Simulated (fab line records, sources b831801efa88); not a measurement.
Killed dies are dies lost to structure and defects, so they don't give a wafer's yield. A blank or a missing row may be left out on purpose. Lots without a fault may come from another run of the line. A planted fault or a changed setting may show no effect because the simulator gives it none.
Chamber matching | flow sky130 | SKY_VIA2_ETCH_15 on rie_diel-03: 3 sister chambers
The step etches SiO2 in C4F8/O2/Ar, stops on TiN, target depth 546 nm, time 84 s. 14 wafers are shown with their chamber, then 6 later ones without.

WAFERS WITH THEIR CHAMBER
wafer  | chamber | bias_w (W) | oes_product_au (a.u.)
L892.3 | 1       | 1197       | 0.949
L892.4 | 2       | 1202       | 0.931
L892.5 | 2       | 1197       | 0.939
L898.1 | 1       | 1201       | 0.945
L898.3 | 2       | 1205       | 0.937
L898.6 | 1       | 1200       | 0.943
L900.1 | 1       | 1201       | 0.936
L900.2 | 2       | 1199       | 0.938
L900.5 | 1       | 1200       | 0.935
L905.1 | 0       | 1197       | 0.938
L905.2 | 2       | 1196       | 0.934
L905.4 | 1       | 1205       | 0.935
L908.1 | 2       | 1201       | 0.944
L908.3 | 1       | 1204       | 0.940

SIGNATURES (means of the wafers above)
reading        | chamber 0 | chamber 1 | chamber 2 | scatter within a chamber
bias_w         | 1197.00   | 1201.14   | 1200.00   | 3
oes_product_au | 0.93800   | 0.94043   | 0.93717   | 0.00503
Rule: a wafer's distance from a chamber is the root of the sum, over the readings, of the square of ((its reading less the chamber's mean) divided by the reading's scatter). The wafer belongs to the nearest chamber; if the next one is less than 2 further off, it can't be placed. The scatter: the root of (the sum of the squares of (reading less its chamber's mean) over the shown wafers, divided by (wafers less chambers)).

WAFERS WITHOUT THEIR CHAMBER
wafer  | bias_w (W) | oes_product_au (a.u.)
L908.5 | 1198       | 0.939
L910.1 | 1200       | 0.937
L910.3 | 1203       | 0.936
L911.1 | 1200       | 0.932
L911.3 | 1196       | 0.935
L911.6 | 1198       | 0.939

WHICH CHAMBER EACH WENT THROUGH
wafer  | from the rows above          | in truth
L908.5 | can't be placed: 0 or 2 or 1 | 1
L910.1 | can't be placed: 2 or 1 or 0 | 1
L910.3 | can't be placed: 2 or 1 or 0 | 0
L911.1 | can't be placed: 2 or 0 or 1 | 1
L911.3 | can't be placed: 0 or 2 or 1 | 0
L911.6 | can't be placed: 0 or 2 or 1 | 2
Placed correctly: 0 of 6. Can't be placed from these rows: 6 (the true chamber is among the candidates in 6). Placed wrongly: 0.
